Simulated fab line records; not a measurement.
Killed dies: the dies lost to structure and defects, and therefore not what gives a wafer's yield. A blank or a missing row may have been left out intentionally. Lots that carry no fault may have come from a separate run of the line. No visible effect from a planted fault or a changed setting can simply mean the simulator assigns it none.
fab line records ; flow sky130
record lots=12; wafers=36; last_day=49
route steps=708 shown LI_CONTACT@383 VIA3@597 CAP2M@605 METAL5@677 PAD_OPEN@708
lots that met no fault: from a run of the same line without faults
start_h: the number of hours between the record's first day and the start of the first shown wafer of the lot ; wait_h: hours from the lot's prior step to this one ; " identical to the entry in the row above ; L1.1+2: a row that stands for several wafers ; - either no value or no given start ; * or withheld: withheld ; < > ~ a bound
route shown NAME@n: names a module that has steps shown in the file, with the first one's number in the route ; usual: mean and standard deviation over wafers with no fault ; same: alike in all rows ; chamber/n: place in a boat ; sites: readings site by site ; _std_site: the standard deviation of these ; _edge_site: the outer-site mean with the inner-site mean subtracted ; radius_mm: for every site, how far away it sits from the centre of the wafer ; mask NAME#n: copy n ; behind: the last tool/chamber to shape the wafer ; hold: what put the lot on hold/how long, in hours/how the hold closed ; device: whichever transistor did not switch (one of n, p or np) ; end of line: at the end of the route, the tests of the same wafers ; step lacking rows: just its recipe ; killed: dies that structure and defects cost at the first sort, which is not the same as the wafer's yield ; map: a wafer's dies, x killed, . not, _ none there
set.NAME: the setting that was run; set.NAME@STEP: the one run at that earlier step ; model.NAME: the simulator's own value behind a step, which no gauge read
route steps across a sampled set of lots; one table per step, one row per wafer
services: when a tool's chamber went out of use (start_h, in hours from the record's first day, below 0 if earlier), for how many hours, and the reason
## steps
# step SKY_LI_CONTACT_CVD_21
# recipe material=W; target_thk_nm=400; time_s=120.56; temp_c=400; pressure_torr=40
# usual chamber_pressure_Torr=40.00/0.09; heater_power_w=767/45; susceptor_temp_C=399.97/0.23
lot.wafer;tool;chamber;start_h;wait_h;chamber_pressure_Torr;heater_power_w;susceptor_temp_C
L877.2;cvd_w-01;0;681.36;0.0;40.16;819;399.84
L877.3;cvd_w-01;0;681.36;0.0;40.20;804;400.08
L877.6;cvd_w-01;0;681.36;0.0;40.18;784;400.06
L878.1;cvd_w-01;0;686.09;0.0;39.94;777;400.18
L878.4;cvd_w-01;1;686.09;0.0;40.00;687;399.87
L878.6;cvd_w-01;1;686.09;0.0;39.76;698;400.07
L879.4;cvd_w-01;0;694.86;0.1;39.90;805;399.97
L879.5;cvd_w-01;1;694.86;0.1;40.02;711;399.62
L879.6;cvd_w-01;0;694.86;0.1;40.04;784;400.03
L880.1;cvd_w-01;0;701.92;0.0;40.00;795;399.82
L880.5;cvd_w-01;0;701.92;0.0;39.87;783;400.11
L880.6;cvd_w-01;1;701.92;0.0;40.02;701;399.81
L881.1;cvd_w-01;1;713.35;0.0;39.94;701;399.97
L881.4;cvd_w-01;0;713.35;0.0;40.08;778;399.66
L881.6;cvd_w-01;1;713.35;0.0;39.93;696;399.77
L882.1;cvd_w-02;1;733.35;0.0;40.02;779;400.08
L882.2;cvd_w-02;0;733.35;0.0;39.99;818;400.43
L882.4;cvd_w-02;0;733.35;0.0;40.01;821;399.88
L884.1;cvd_w-01;1;743.91;0.0;40.03;691;400.17
L884.2;cvd_w-01;0;743.91;0.0;39.95;787;399.75
L884.3;cvd_w-01;1;743.91;0.0;40.02;706;400.30
L885.2;cvd_w-02;1;753.91;0.0;40.07;758;399.69
L885.3;cvd_w-02;1;753.91;0.0;40.15;764;400.43
L885.5;cvd_w-02;0;753.91;0.0;40.15;808;399.62
L891.1;cvd_w-02;1;792.82;0.0;40.00;776;399.66
L891.5;cvd_w-02;1;792.82;0.0;40.08;783;399.96
L891.6;cvd_w-02;0;792.82;0.0;39.93;816;400.22
L892.1;cvd_w-01;1;802.07;0.0;39.96;710;400.06
L892.2;cvd_w-01;0;802.07;0.0;40.01;772;400.14
L892.4;cvd_w-01;1;802.07;0.0;39.96;716;400.23
L894.2;cvd_w-01;0;814.17;0.0;39.95;776;400.06
L894.3;cvd_w-01;0;814.17;0.0;40.09;796;399.83
L894.6;cvd_w-01;1;814.17;0.0;40.01;692;399.85
L896.3;cvd_w-01;1;832.07;0.1;40.05;699;400.47
L896.4;cvd_w-01;0;832.07;0.1;40.02;769;400.09
L896.6;cvd_w-01;1;832.07;0.1;40.05;700;400.05
# step SKY_VIA3_CMP_24
# recipe stop_on=SiO2; t_overpolish_s=20; down_force_psi=3.5; platen_rpm=60; target_thk_nm=0; pad_velocity_m_s=0.94248
# usual motor_current_A=10.6/0.95; overpolish_run_s=19.999/0.0095; platen_rpm=60.00/0.043; slurry_filter_dp_kPa=13.49/0.13; time_to_endpoint_s=94/3
lot.wafer;tool;chamber;start_h;wait_h;motor_current_A;overpolish_run_s;platen_rpm;slurry_filter_dp_kPa;time_to_endpoint_s
L877.2;cmp-02;0;934.35;0.1;9.8;20.005;59.99;13.59;92
L877.3;cmp-02;1;934.35;0.1;11.5;20.006;59.97;13.55;96
L877.6;cmp-02;3;934.35;0.1;10.8;20.013;60.00;13.55;90
L878.1;cmp-01;0;937.42;0.1;11.9;19.988;59.99;13.52;90
L878.4;cmp-01;2;937.42;0.1;10.6;20.005;60.05;13.50;94
L878.6;cmp-01;3;937.42;0.1;8.7;19.988;59.98;13.45;94
L879.4;cmp-01;1;945.95;0.1;11.2;20.000;59.94;13.70;94
L879.6;cmp-01;0;945.95;0.1;11.1;20.016;60.00;13.64;94
L879.5;cmp-01;1;945.95;0.1;11.3;19.992;59.95;13.53;94
L880.1;cmp-02;3;951.40;0.2;11.7;19.993;59.85;13.42;95
L880.6;cmp-02;0;951.40;0.2;10.1;19.987;59.99;13.37;95
L880.5;cmp-02;1;951.40;0.2;11.5;20.008;59.96;13.38;91
L881.1;cmp-01;2;963.15;0.1;9.6;19.989;60.05;13.38;92
L881.4;cmp-01;3;963.15;0.1;9.5;20.003;59.97;13.23;95
L881.6;cmp-01;2;963.15;0.1;9.7;20.008;60.04;13.44;95
L882.4;cmp-01;3;979.64;0.0;9.4;19.998;60.05;13.39;94
L882.1;cmp-01;0;979.64;0.0;11.8;20.011;59.97;13.45;91
L882.2;cmp-01;2;979.64;0.0;9.8;20.015;60.00;13.48;93
L884.1;cmp-01;2;988.29;0.3;10.1;19.980;60.00;13.44;95
L884.2;cmp-01;3;988.29;0.3;9.6;20.005;59.96;13.50;99
L884.3;cmp-01;0;988.29;0.3;11.5;20.019;60.01;13.28;97
L885.2;cmp-01;1;996.97;0.1;11.7;20.002;60.00;13.45;97
L885.3;cmp-01;2;996.97;0.1;9.9;19.992;59.96;13.36;93
L885.5;cmp-01;0;996.97;0.1;12.3;20.010;60.04;13.52;96
L891.1;cmp-02;2;1033.06;0.1;10.0;19.990;60.00;13.65;93
L891.5;cmp-02;0;1033.06;0.1;9.8;19.991;60.00;13.54;96
L891.6;cmp-02;1;1033.06;0.1;11.2;20.009;60.01;13.51;97
L892.1;cmp-01;2;1040.51;0.3;10.1;20.009;59.96;13.67;88
L892.2;cmp-01;0;1040.51;0.3;11.8;19.987;59.95;13.52;91
L892.4;cmp-01;1;1040.51;0.3;11.6;20.003;59.99;13.59;90
L894.3;cmp-02;3;1048.56;0.1;10.9;20.005;59.96;13.56;92
L894.2;cmp-02;0;1048.56;0.1;10.0;19.994;60.05;13.52;94
L894.6;cmp-02;1;1048.56;0.1;11.3;19.987;59.99;13.41;97
L896.4;cmp-01;2;1063.07;0.0;9.8;19.990;60.06;13.19;89
L896.3;cmp-01;1;1063.07;0.0;11.3;19.997;60.08;13.37;89
L896.6;cmp-01;2;1063.07;0.0;10.4;19.991;59.98;13.45;90
# step SKY_CAP2M_SPUTTER_02
# recipe material=TiN; target_thk_nm=200; temp_c=300; power_w=6500; time_s=166.7; chamber_pressure_pa=0.4
# usual susceptor_temp_C=300.00/0.18; throttle_valve_pct=30.0/1.1
lot.wafer;tool;chamber;start_h;wait_h;susceptor_temp_C;throttle_valve_pct
L877.2;pvd_sputter-01;-;934.84;0.0;300.15;29.8
L877.3;pvd_sputter-01;-;934.84;0.0;300.10;28.7
L877.6;pvd_sputter-01;-;934.84;0.0;300.12;29.1
L878.1;pvd_sputter-04;-;937.91;0.1;299.98;28.5
L878.4;pvd_sputter-04;-;937.91;0.1;299.98;31.5
L878.6;pvd_sputter-04;-;937.91;0.1;299.91;32.1
L879.4;pvd_sputter-01;-;946.44;0.0;300.01;28.9
L879.5;pvd_sputter-01;-;946.44;0.0;299.97;29.0
L879.6;pvd_sputter-01;-;946.44;0.0;300.00;30.4
L880.1;pvd_sputter-01;-;951.78;0.1;299.92;29.9
L880.5;pvd_sputter-01;-;951.78;0.1;300.04;29.4
L880.6;pvd_sputter-01;-;951.78;0.1;299.90;28.8
L881.1;pvd_sputter-01;-;963.63;0.1;299.64;30.4
L881.4;pvd_sputter-01;-;963.63;0.1;300.17;28.8
L881.6;pvd_sputter-01;-;963.63;0.1;299.78;30.4
L882.1;pvd_sputter-01;-;980.17;0.1;300.08;28.8
L882.2;pvd_sputter-01;-;980.17;0.1;299.79;29.0
L882.4;pvd_sputter-01;-;980.17;0.1;300.14;30.4
L884.1;pvd_sputter-02;-;988.84;0.1;299.85;29.6
L884.2;pvd_sputter-02;-;988.84;0.1;299.76;30.4
L884.3;pvd_sputter-02;-;988.84;0.1;299.95;30.6
L885.2;pvd_sputter-01;-;997.46;0.0;300.01;29.8
L885.3;pvd_sputter-01;-;997.46;0.0;299.89;28.8
L885.5;pvd_sputter-01;-;997.46;0.0;300.07;29.1
L891.1;pvd_sputter-01;-;1033.50;0.1;300.39;29.7
L891.5;pvd_sputter-01;-;1033.50;0.1;300.18;29.4
L891.6;pvd_sputter-01;-;1033.50;0.1;299.99;28.6
L892.1;pvd_sputter-04;-;1041.04;0.1;300.04;28.8
L892.2;pvd_sputter-04;-;1041.04;0.1;299.91;32.1
L892.4;pvd_sputter-04;-;1041.04;0.1;300.09;31.8
L894.2;pvd_sputter-04;-;1049.00;0.0;300.16;30.0
L894.3;pvd_sputter-04;-;1049.00;0.0;300.18;28.7
L894.6;pvd_sputter-04;-;1049.00;0.0;300.06;29.8
L896.3;pvd_sputter-02;-;1063.61;0.0;299.95;30.5
L896.4;pvd_sputter-02;-;1063.61;0.0;299.98;29.6
L896.6;pvd_sputter-02;-;1063.61;0.0;300.33;29.8
# step SKY_METAL5_STRIP_16
# recipe chemistry=O2/N2; power_w=1400; pressure_mtorr=1500; platen_temp_c=withheld; o2_flow_sccm=3000; n2_flow_sccm=300; overash_fraction=0.5
# usual chamber_pressure_mTorr=1500.0/1.3; drypump_motor_current_A=5.6/0.5; n2_flow_sccm=300.0/0.81; oes_product_au=0.710/0.0045; strip_time_to_endpoint_s=13.04/0.1
lot.wafer;tool;chamber;start_h;wait_h;chamber_pressure_mTorr;drypump_motor_current_A;n2_flow_sccm;oes_product_au;rf_hours_counter_h;strip_time_to_endpoint_s
L877.2;plasma_asher-03;0;1032.88;0.2;1501.2;5.6;301.4;0.715;68;13.09
L877.3;plasma_asher-03;0;1032.88;0.2;1498.6;5.6;301.7;0.700;-;13.09
L877.6;plasma_asher-03;1;1032.88;0.2;1501.1;5.3;299.4;0.718;-;13.10
L878.1;plasma_asher-03;0;1036.53;0.2;1498.9;5.6;299.5;0.709;69;13.16
L878.4;plasma_asher-03;0;1036.53;0.2;1501.8;5.6;300.3;0.714;-;13.23
L878.6;plasma_asher-03;1;1036.53;0.2;1501.9;5.3;300.7;0.701;-;13.20
L879.4;plasma_asher-03;1;1043.01;0.1;1501.8;5.3;300.1;0.707;-;13.15
L879.5;plasma_asher-03;0;1043.01;0.1;1499.8;5.6;300.1;0.708;-;13.20
L879.6;plasma_asher-03;1;1043.01;0.1;1500.3;5.3;298.3;0.708;-;13.09
L880.1;plasma_asher-03;1;1048.95;0.2;1500.3;5.3;301.0;0.707;70;12.97
L880.5;plasma_asher-03;1;1048.95;0.2;1499.2;5.3;300.1;0.706;-;12.93
L880.6;plasma_asher-03;0;1048.95;0.2;1501.0;5.6;298.3;0.717;-;12.98
L881.1;plasma_asher-01;0;1059.68;0.2;1497.7;6.8;299.9;0.717;98;13.15
L881.4;plasma_asher-01;1;1059.68;0.2;1500.9;5.8;300.8;0.709;-;13.10
L881.6;plasma_asher-01;0;1059.68;0.2;1500.4;6.7;299.6;0.710;-;13.06
L882.1;plasma_asher-01;0;1073.98;0.2;1500.7;6.7;299.8;0.718;99;13.05
L882.2;plasma_asher-01;1;1073.98;0.2;1498.9;5.8;300.9;0.708;99;12.85
L882.4;plasma_asher-01;0;1073.98;0.2;1503.3;6.7;301.1;0.709;-;12.99
L884.1;plasma_asher-03;1;1080.48;0.2;1499.9;5.3;301.1;0.714;74;13.21
L884.2;plasma_asher-03;0;1080.48;0.2;1498.4;5.6;299.9;0.705;74;12.96
L884.3;plasma_asher-03;0;1080.48;0.2;1500.1;5.6;300.9;0.710;-;12.91
L885.2;plasma_asher-03;0;1087.68;0.2;1500.0;5.6;298.8;0.704;75;13.11
L885.3;plasma_asher-03;0;1087.68;0.2;1502.2;5.6;298.9;0.704;-;13.12
L885.5;plasma_asher-03;0;1087.68;0.2;1499.5;5.6;299.1;0.713;-;13.11
L891.1;plasma_asher-02;1;1122.53;0.2;1501.4;5.1;300.3;0.706;5;12.89
L891.5;plasma_asher-02;1;1122.53;0.2;1499.9;5.1;298.7;0.708;-;13.03
L891.6;plasma_asher-02;0;1122.53;0.2;1499.7;5.3;299.1;0.708;-;12.95
L892.1;plasma_asher-03;1;1126.23;0.2;1498.8;5.3;299.5;0.706;78;13.04
L892.2;plasma_asher-03;0;1126.23;0.2;1499.6;5.6;301.3;0.715;78;13.19
L892.4;plasma_asher-03;1;1126.23;0.2;1501.3;5.3;299.1;0.713;-;12.94
L894.2;plasma_asher-01;1;1134.23;0.2;1500.5;5.8;300.4;0.714;105;12.95
L894.3;plasma_asher-01;1;1134.23;0.2;1501.5;5.7;299.6;0.712;-;13.02
L894.6;plasma_asher-01;1;1134.23;0.2;1499.8;5.7;299.2;0.708;-;12.94
L896.3;plasma_asher-02;1;1147.01;0.1;1499.3;5.1;299.4;0.709;-;12.94
L896.4;plasma_asher-02;0;1147.01;0.1;1498.3;5.3;299.7;0.710;-;13.08
L896.6;plasma_asher-02;1;1147.01;0.1;1498.7;5.1;300.6;0.710;-;13.10
# step SKY_PAD_OPEN_PROBE_99
# usual killed_at_M0_to_M3=44/7.2; killed_at_M4_up=2.9/1.8; killed_at_contacts=24/5.6; killed_at_front_end=15/4.2; killed_at_other=0.4/0.71; killed_dies=86/9.2; killed_open=47/7.2; killed_short=39/5.7
# same gross_dies=492; killed_at_back_side=0
lot.wafer;tool;chamber;start_h;wait_h;killed_at_M0_to_M3;killed_at_M4_up;killed_at_contacts;killed_at_front_end;killed_at_other;killed_dies;killed_open;killed_short
L891.1;prober-02;-;1163.53;0.1;25;5;58;15;0;103;36;32
L891.5;prober-02;-;1163.73;0.2;40;2;55;21;0;118;47;38
L891.6;prober-02;-;1163.78;0.2;48;3;17;17;0;85;47;38
# killed by level:class
L891.1 LI_CONTACT:unspecified=34 CONTACT:geometric_particle:open=9 METAL2:geometric_particle:short=6 LI_CONTACT:geometric_particle:open=5 LOCAL_INTERCONNECT:geometric_particle:short=5 VIA1:geometric_particle:open=4 VIA3:geometric_particle:open=4 FIELD_ISO:geometric_particle:open=3
L891.5 LI_CONTACT:unspecified=32 CONTACT:geometric_particle:open=10 VIA1:geometric_particle:open=9 METAL1:geometric_particle:short=9 FIELD_ISO:geometric_particle:open=8 LI_CONTACT:geometric_particle:open=6 VIA1:geometric_particle:short=5 METAL2:geometric_particle:short=5
L891.6 VIA1:geometric_particle:open=12 VIA3:geometric_particle:open=10 FIELD_ISO:geometric_particle:short=7 LI_CONTACT:geometric_particle:open=6 CONTACT:geometric_particle:open=6 METAL1:geometric_particle:short=6 FIELD_ISO:geometric_particle:open=5 VIA1:geometric_particle:short=4
## services
tool;chamber;start_h;hours;kind
cmp-02;-;678.75;1.9;repair
cmp-01;-;712.77;1.2;repair
pvd_sputter-01;-;716.26;9.7;repair
cmp-01;-;737.37;1.0;repair
cmp-02;-;744.00;4.0;pm
cvd_w-01;-;747.34;0.3;repair
cmp-01;-;747.75;3.2;repair
pvd_sputter-01;-;749.28;1.8;repair
cmp-02;-;753.75;0.5;repair
cmp-01;-;791.41;2.0;repair
pvd_sputter-01;-;850.76;3.4;repair
plasma_asher-03;-;854.49;0.5;repair
cvd_w-01;1;905.00;2.7;repair
cmp-01;-;912.37;4.0;pm
cmp-01;-;931.09;4.1;pm
cvd_w-01;1;953.36;3.8;repair
cvd_w-01;-;982.60;1.0;repair
pvd_sputter-01;-;983.36;9.2;repair
cvd_w-01;-;1017.93;4.3;repair
cvd_w-01;1;1032.64;9.4;repair
cmp-01;-;1046.07;1.1;repair
pvd_sputter-01;-;1061.22;2.4;repair
plasma_asher-03;-;1063.27;0.5;repair
cvd_w-01;0;1099.48;7.7;repair
## key
first_sign step=SKY_PAD_OPEN_PROBE_99; reading=killed_at_contacts; direction=up; sigmas=5.8; usual=24; struck=56
effect step=SKY_PAD_OPEN_PROBE_99; reading=killed_dies; direction=up; sigmas=2.7; usual=86; struck=110
met_at SKY_LI_CONTACT_CVD_21
struck_lots L891
struck_wafers L891.1,L891.5
tester_left_out L891
not_acting_at SKY_VIA3_CMP_24,SKY_CAP2M_SPUTTER_02,SKY_METAL5_STRIP_16
onset_between 753.91 792.82
fault kind=chamber_particle_source; tool=cvd_w-02; chamber=1; onset_h=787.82; steps=SKY_LI_CONTACT_CVD_21; rate_per_visit_cm2=0.45875; end_h=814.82
# tester_left_out: of these lots the tester's yield and bins aren't shown, on N5 and GAA mostly nor the transistor test; their killed dies are dies lost to structure and defects alone, not to doping, threshold or leakage, so they don't give the yield
